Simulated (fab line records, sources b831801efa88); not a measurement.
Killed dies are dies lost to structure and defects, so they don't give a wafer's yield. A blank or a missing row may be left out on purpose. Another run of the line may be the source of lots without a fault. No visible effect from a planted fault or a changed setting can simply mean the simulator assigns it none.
Which tool was responsible? :: flow sky130 :: 12 lots with 36 wafers sampled at 6 steps, on a route of 708 steps

== WHAT EACH GAUGE READ, for each wafer ==
SKY_LDD_LDN_OVL_MEAS_07. Usual: for LDD_LDN_OVL the level is 0.0 nm and the standard deviation is 1.3.
lot: L566
measured: day 22 08:08
on: overlay-01
LDD_LDN_OVL (nm): -1.0 -0.4 -0.9
flag: 

lot: L568
measured: day 23 05:18
on: overlay-01
LDD_LDN_OVL (nm): -0.5 0.9 -0.1
flag: 

lot: L569
measured: day 25 02:02
on: overlay-01
LDD_LDN_OVL (nm): -0.6 -1.3 -1.4
flag: 

lot: L570
measured: day 25 19:03
on: overlay-02
LDD_LDN_OVL (nm): - - -
flag: OFF

lot: L572
measured: day 25 22:13
on: overlay-01
LDD_LDN_OVL (nm): - - -
flag: OFF

lot: L573
measured: day 26 07:20
on: overlay-02
LDD_LDN_OVL (nm): 0.2 2.1 0.5
flag: 

lot: L581
measured: day 28 07:35
on: overlay-01
LDD_LDN_OVL (nm): 1.8 0.7 1.6
flag: 

lot: L582
measured: day 28 12:44
on: overlay-02
LDD_LDN_OVL (nm): 0.4 0.8 2.7
flag: 

lot: L583
measured: day 28 18:26
on: overlay-02
LDD_LDN_OVL (nm): 1.9 2.2 -0.4
flag: 

lot: L584
measured: day 29 02:20
on: overlay-01
LDD_LDN_OVL (nm): 0.4 -0.3 -0.9
flag: 

lot: L586
measured: day 29 23:50
on: overlay-01
LDD_LDN_OVL (nm): -0.7 -1.1 -0.8
flag: 

lot: L589
measured: day 30 18:38
on: overlay-02
LDD_LDN_OVL (nm): -0.8 1.5 0.3
flag: 

SKY_SPACER_THK_MEAS_01. Usual: for SPACER_CVD_00_THK the level is 43.2 nm and the standard deviation is 0.37.
lot: L566
measured: day 22 11:07
on: film metro-02
SPACER_CVD_00_THK (nm): 42.9 42.7 43.1
flag: 

lot: L568
measured: day 23 07:22
on: film metro-02
SPACER_CVD_00_THK (nm): 43.6 43.6 43.8
flag: 

lot: L569
measured: day 25 04:06
on: film metro-02
SPACER_CVD_00_THK (nm): 43.2 42.9 43.4
flag: 

lot: L570
measured: day 25 21:57
on: film metro-02
SPACER_CVD_00_THK (nm): 42.7 43.0 42.9
flag: 

lot: L572
measured: day 26 00:16
on: film metro-02
SPACER_CVD_00_THK (nm): 43.0 43.4 43.0
flag: 

lot: L573
measured: day 26 09:23
on: film metro-02
SPACER_CVD_00_THK (nm): 43.5 43.3 43.4
flag: 

lot: L581
measured: day 28 09:38
on: film metro-02
SPACER_CVD_00_THK (nm): 43.7 43.6 43.6
flag: 

lot: L582
measured: day 28 16:33
on: film metro-02
SPACER_CVD_00_THK (nm): 43.1 43.2 43.2
flag: 

lot: L583
measured: day 28 20:50
on: film metro-02
SPACER_CVD_00_THK (nm): 42.8 43.3 43.5
flag: 

lot: L584
measured: day 29 04:23
on: film metro-03
SPACER_CVD_00_THK (nm): 43.6 43.6 43.1
flag: 

lot: L586
measured: day 30 01:54
on: film metro-02
SPACER_CVD_00_THK (nm): 42.7 42.7 42.4
flag: 

lot: L589
measured: day 30 20:42
on: film metro-02
SPACER_CVD_00_THK (nm): 42.4 42.7 43.0
flag: 

SKY_RES_XHIGH_TW_MEAS_09. Usual: for RES_XHIGH_TW the level is 1654 and the standard deviation is 15.
lot: L566
measured: day 26 05:16
on: film metro-01
RES_XHIGH_TW: 1639 1636 1649
flag: 

lot: L568
measured: day 27 01:41
on: film metro-01
RES_XHIGH_TW: 1640 1639 1636
flag: 

lot: L569
measured: day 28 20:31
on: film metro-01
RES_XHIGH_TW: 1639 1636 1637
flag: 

lot: L570
measured: day 29 12:31
on: film metro-02
RES_XHIGH_TW: 1936 1925 1926
flag: OFF

lot: L572
measured: day 29 15:08
on: film metro-04
RES_XHIGH_TW: 1953 1947 1956
flag: OFF

lot: L573
measured: day 29 23:47
on: film metro-04
RES_XHIGH_TW: 1675 1673 1672
flag: 

lot: L581
measured: day 31 22:28
on: film metro-01
RES_XHIGH_TW: 1650 1650 1641
flag: 

lot: L582
measured: day 32 04:43
on: film metro-02
RES_XHIGH_TW: 1660 1661 1664
flag: 

lot: L583
measured: day 32 08:56
on: film metro-02
RES_XHIGH_TW: 1651 1653 1652
flag: 

lot: L584
measured: day 32 16:01
on: film metro-04
RES_XHIGH_TW: 1680 1669 1672
flag: 

lot: L586
measured: day 33 12:49
on: film metro-01
RES_XHIGH_TW: 1646 1641 1652
flag: 

lot: L589
measured: day 34 06:40
on: film metro-01
RES_XHIGH_TW: 1635 1633 1629
flag: 

SKY_LOCAL_INTERCONNECT_CD_MEAS_11: the cd target is 170 nm. Usual: cd nm 169.7 nm, standard deviation 1.7.
lot: L566
measured: day 29 23:22
on: cd sem-02
cd nm (nm): 171.3 169.4 170.7
flag: 

lot: L568
measured: day 30 18:32
on: cd sem-01
cd nm (nm): 169.9 169.0 167.9
flag: 

lot: L569
measured: day 32 11:25
on: cd sem-02
cd nm (nm): 167.7 166.1 167.4
flag: 

lot: L570
measured: day 33 02:23
on: cd sem-01
cd nm (nm): 169.1 166.9 169.4
flag: 

lot: L572
measured: day 33 04:44
on: cd sem-01
cd nm (nm): 169.4 167.8 168.4
flag: 

lot: L573
measured: day 33 12:34
on: cd sem-01
cd nm (nm): 172.3 171.7 170.7
flag: 

lot: L581
measured: day 35 08:22
on: cd sem-02
cd nm (nm): 168.6 169.3 168.6
flag: 

lot: L582
measured: day 35 15:32
on: cd sem-01
cd nm (nm): 170.1 171.6 170.4
flag: 

lot: L583
measured: day 35 18:49
on: cd sem-02
cd nm (nm): 169.7 169.6 169.9
flag: 

lot: L584
measured: day 36 02:29
on: cd sem-01
cd nm (nm): 170.7 170.1 169.4
flag: 

lot: L586
measured: day 36 22:38
on: cd sem-02
cd nm (nm): 168.8 171.2 169.2
flag: 

lot: L589
measured: day 37 15:44
on: cd sem-02
cd nm (nm): 170.5 169.8 170.2
flag: 

== EACH LOT AND THE TOOL THAT RAN IT (in order: tool; ch and the chambers of the sampled wafers; start) ==
lot: L566
SKY_LDD_LDN_COAT_02: litho track-02 ch 0, day 21 16:36
SKY_LI_CONTACT_SPUTTER_20: pvd sputter-02, day 28 18:13

lot: L568
SKY_LDD_LDN_COAT_02: litho track-02 ch 0, day 22 13:34
SKY_LI_CONTACT_SPUTTER_20: pvd sputter-03, day 29 13:46

lot: L569
SKY_LDD_LDN_COAT_02: litho track-04 ch 0, day 24 11:11
SKY_LI_CONTACT_SPUTTER_20: pvd sputter-01, day 31 06:44

lot: L570
SKY_LDD_LDN_COAT_02: litho track-04, day 25 04:06
SKY_LI_CONTACT_SPUTTER_20: pvd sputter-03, day 31 22:29

lot: L572
SKY_LDD_LDN_COAT_02: litho track-03, day 25 07:22
SKY_LI_CONTACT_SPUTTER_20: pvd sputter-02, day 32 00:46

lot: L573
SKY_LDD_LDN_COAT_02: litho track-04 ch 0, day 25 16:38
SKY_LI_CONTACT_SPUTTER_20: pvd sputter-03, day 32 09:10

lot: L581
SKY_LDD_LDN_COAT_02: litho track-03 ch 0, day 27 17:10
SKY_LI_CONTACT_SPUTTER_20: pvd sputter-02, day 34 05:10

lot: L582
SKY_LDD_LDN_COAT_02: litho track-02 ch 0, day 27 22:02
SKY_LI_CONTACT_SPUTTER_20: pvd sputter-01, day 34 12:29

lot: L583
SKY_LDD_LDN_COAT_02: litho track-04 ch 0, day 28 03:44
SKY_LI_CONTACT_SPUTTER_20: pvd sputter-01, day 34 16:10

lot: L584
SKY_LDD_LDN_COAT_02: litho track-02 ch 0, day 28 11:32
SKY_LI_CONTACT_SPUTTER_20: pvd sputter-01, day 34 22:52

lot: L586
SKY_LDD_LDN_COAT_02: litho track-04 ch 0, day 29 09:38
SKY_LI_CONTACT_SPUTTER_20: pvd sputter-02, day 35 19:40

lot: L589
SKY_LDD_LDN_COAT_02: litho track-03 ch 0, day 30 04:28
SKY_LI_CONTACT_SPUTTER_20: pvd sputter-03, day 36 13:19
- SKY_LDD_LDN_COAT_02: resist thk 1140 nm.
- SKY_LI_CONTACT_SPUTTER_20: material TiN, target thk 20 nm, time 80 s.

== AS READ BY THE TOOLS THEMSELVES (means over the sampled wafers that have a number; for cases with no such wafer, the mark the record gives instead) ==
SKY_LDD_LDN_COAT_02. Usual: chill plate temp C 22.96 C, standard deviation 0.12; dispense pressure kPa 49.7 kPa, standard deviation 1.6.
lot: L566
tool: litho track-02
chill plate temp C (C): 22.97
dispense pressure kPa (kPa): 51.7
flag: 

lot: L568
tool: litho track-02
chill plate temp C (C): 23.12
dispense pressure kPa (kPa): 51.8
flag: 

lot: L569
tool: litho track-04
chill plate temp C (C): 22.86
dispense pressure kPa (kPa): 48.6
flag: 

lot: L570
tool: litho track-04
chill plate temp C (C): -
dispense pressure kPa (kPa): -
flag: OFF

lot: L572
tool: litho track-03
chill plate temp C (C): -
dispense pressure kPa (kPa): -
flag: OFF

lot: L573
tool: litho track-04
chill plate temp C (C): 22.97
dispense pressure kPa (kPa): 48.5
flag: 

lot: L581
tool: litho track-03
chill plate temp C (C): 22.99
dispense pressure kPa (kPa): 48.2
flag: 

lot: L582
tool: litho track-02
chill plate temp C (C): 23.10
dispense pressure kPa (kPa): 51.7
flag: 

lot: L583
tool: litho track-04
chill plate temp C (C): 23.07
dispense pressure kPa (kPa): 48.5
flag: 

lot: L584
tool: litho track-02
chill plate temp C (C): 22.98
dispense pressure kPa (kPa): 51.7
flag: 

lot: L586
tool: litho track-04
chill plate temp C (C): 22.71
dispense pressure kPa (kPa): 48.6
flag: 

lot: L589
tool: litho track-03
chill plate temp C (C): 22.95
dispense pressure kPa (kPa): 48.3
flag: 

SKY_LI_CONTACT_SPUTTER_20. Usual: throttle valve pct 29.9 %, standard deviation 0.79.
lot: L566
tool: pvd sputter-02
throttle valve pct (%): 30.5
flag: 

lot: L568
tool: pvd sputter-03
throttle valve pct (%): 29.7
flag: 

lot: L569
tool: pvd sputter-01
throttle valve pct (%): 30.3
flag: 

lot: L570
tool: pvd sputter-03
throttle valve pct (%): 29.3
flag: 

lot: L572
tool: pvd sputter-02
throttle valve pct (%): 30.7
flag: 

lot: L573
tool: pvd sputter-03
throttle valve pct (%): 29.6
flag: 

lot: L581
tool: pvd sputter-02
throttle valve pct (%): 31.3
flag: 

lot: L582
tool: pvd sputter-01
throttle valve pct (%): 29.6
flag: 

lot: L583
tool: pvd sputter-01
throttle valve pct (%): 29.6
flag: 

lot: L584
tool: pvd sputter-01
throttle valve pct (%): 29.6
flag: 

lot: L586
tool: pvd sputter-02
throttle valve pct (%): 30.8
flag: 

lot: L589
tool: pvd sputter-03
throttle valve pct (%): 29.6
flag: 

== THE ANSWER, worked out from the rows above alone ==
Rule: lot off if the mean of its wafers having a number is beyond 3 standard deviations from the usual mean. A lot without any number at a reading at which 4 lots or more have one is off too. All remaining lots with rows at the step are treated as sound. The gauges are gone through in route order, then the tools' own readings, and for those a lot's mean is taken as printed above. At the first step where some lot is off, the reading lying furthest off is the one used; lots without a number count as furthest.
Off: L570, L572, seen at SKY_LDD_LDN_OVL_MEAS_07 (LDD_LDN_OVL). Without a number there: L570, L572.
A tool fits if, at a process step before that reading, it ran every lot that is off, and no sound lot after the first of them. Not tried: the gauges at SKY_LDD_LDN_OVL_MEAS_07; whatever is off there is also off at SKY_RES_XHIGH_TW_MEAS_09, on other tools, and gauge error can't account for it. Not one of the candidates tried fits.

== WHAT THE SIMULATOR HAD INSERTED ==
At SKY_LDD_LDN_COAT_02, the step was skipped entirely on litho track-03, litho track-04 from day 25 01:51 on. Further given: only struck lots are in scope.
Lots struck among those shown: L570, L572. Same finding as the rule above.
